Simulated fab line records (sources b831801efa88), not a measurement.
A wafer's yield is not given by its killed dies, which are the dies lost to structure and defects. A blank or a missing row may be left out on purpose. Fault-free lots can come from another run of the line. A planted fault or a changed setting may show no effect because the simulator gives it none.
Problem report, 8D (eight disciplines) form, completed by code :: flow sky130 :: the parts of the form that need people (team, actions taken, sign-off) are left out

## 1. WHAT WENT WRONG
Across 3 wafers from 2 lots, METAL2_ALCU_RS at SKY_METAL2_RS_MEAS_05 averages 0.1205 ohm/sq, while fault-free wafers read 0.1268 ohm/sq with a standard deviation of 0.0012. Measured from the usual mean, that is -5.3 standard deviations.
The step: measures by four-point-probe.
Seen first at day 39 12:01 on film-metro-04, wafer L192.4. The record has a number at this step for 18 wafers belonging to 6 lots. The rule behind "out" and "out of limits": a value lying over 4 standard deviations away from the usual mean. The other wafers with a number count as sound.

## 2. WHAT IT IS, AND WHAT IT ISN'T
question: which readings at this step
is: METAL2_ALCU_RS
is not: -

question: which lots
is: L192, L193
is not: L178, L184, L185, L194

question: which wafers of those lots
is: L192.4, L193.3, L193.6
is not: L192.3, L192.5, L193.4

question: read on which gauges
is: film-metro-04
is not: film-metro-02

question: when
is: from day 39 12:01
is not: up to then (11 sound wafers); but 4 sound wafers of L193, L194 came after

## 3. WHAT RULES OUT EACH SUSPECT
Counting: a tool at a process step up to the reading stays a suspect if it ran every lot that is out. Sound lots after the first of them don't rule it out here, since some wafers of a struck lot are sound.
- the gauge at SKY_METAL2_RS_MEAS_05: kept. All the wafers that are out were read on film-metro-04, and no step on other tools shows them out.
- pvd-sputter-02 at SKY_METAL2_SPUTTER_00 (material Ti, target thk 15 nm, time 10 s): kept. Every lot that is out went through it, the first being L192 (day 39 11:50); the last sound lot it ran before that was L185 (day 37 12:36).
- pvd-sputter-02 at SKY_METAL2_SPUTTER_02 (material AlCu, target thk 250 nm, time 13.3 s): kept. Every lot that is out went through it, the first being L192 (day 39 11:53); the last sound lot it ran before that was L185 (day 37 12:39).
- pvd-sputter-02 at SKY_METAL2_SPUTTER_03 (material Ti, target thk 5 nm, time 3.3 s): kept. Every lot that is out went through it, the first being L192 (day 39 11:54); the last sound lot it ran before that was L185 (day 37 12:41).
- pvd-sputter-02 at SKY_METAL2_SPUTTER_04 (material TiN, target thk 70 nm, time 58.3 s): kept. Every lot that is out went through it, the first being L192 (day 39 11:55); the last sound lot it ran before that was L185 (day 37 12:41).
Left after counting: pvd-sputter-02 at SKY_METAL2_SPUTTER_00, pvd-sputter-02 at SKY_METAL2_SPUTTER_02, pvd-sputter-02 at SKY_METAL2_SPUTTER_03, pvd-sputter-02 at SKY_METAL2_SPUTTER_04, film-metro-04 at SKY_METAL2_RS_MEAS_05.

## 4. THE CAUSE (what the simulator had put in)
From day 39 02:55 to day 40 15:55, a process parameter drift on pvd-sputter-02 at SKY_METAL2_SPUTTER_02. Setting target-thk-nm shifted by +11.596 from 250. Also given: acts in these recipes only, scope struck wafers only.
5 suspects survive the count, and this tool is in that group.

## 5. THE EFFECT CHAIN, in route order
Each row: a reading whose mean over the struck wafers that have a number lies more than 3 standard deviations from the usual. Only readings whose record carries a usual standard deviation are examined. hours: median over the lots of the time between each lot's start at the first step of this table that gives one and its start at this step. sigmas: the change, counted in usual standard deviations.
hours: 0
step: SKY_METAL2_RS_MEAS_05
reading: METAL2_ALCU_RS
usual: 0.1268 ohm/sq
on struck wafers: 0.1205
change: -0.0063
sigmas: -5.3

hours: 0
step: SKY_METAL2_THK_MEAS_06
reading: METAL2_ALCU_THK
usual: 245 nm
on struck wafers: 259
change: +14
sigmas: +4.2

## 6. WHAT WOULD HAVE CAUGHT IT SOONER
The first out-of-limits reading at a measuring or inspecting step in this record came at day 39 12:01, 9 hours after the fault's start at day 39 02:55.
An alarm limit of 4 standard deviations would not have fired on the tool readings at SKY_METAL2_SPUTTER_02 for which the record gives a usual standard deviation, since none of them was out on any struck wafer.
Among the 2 lots that are out, L193 began SKY_METAL2_SPUTTER_02 on pvd-sputter-02 after day 39 12:01. A tool hold placed at that time would have kept it from harm.
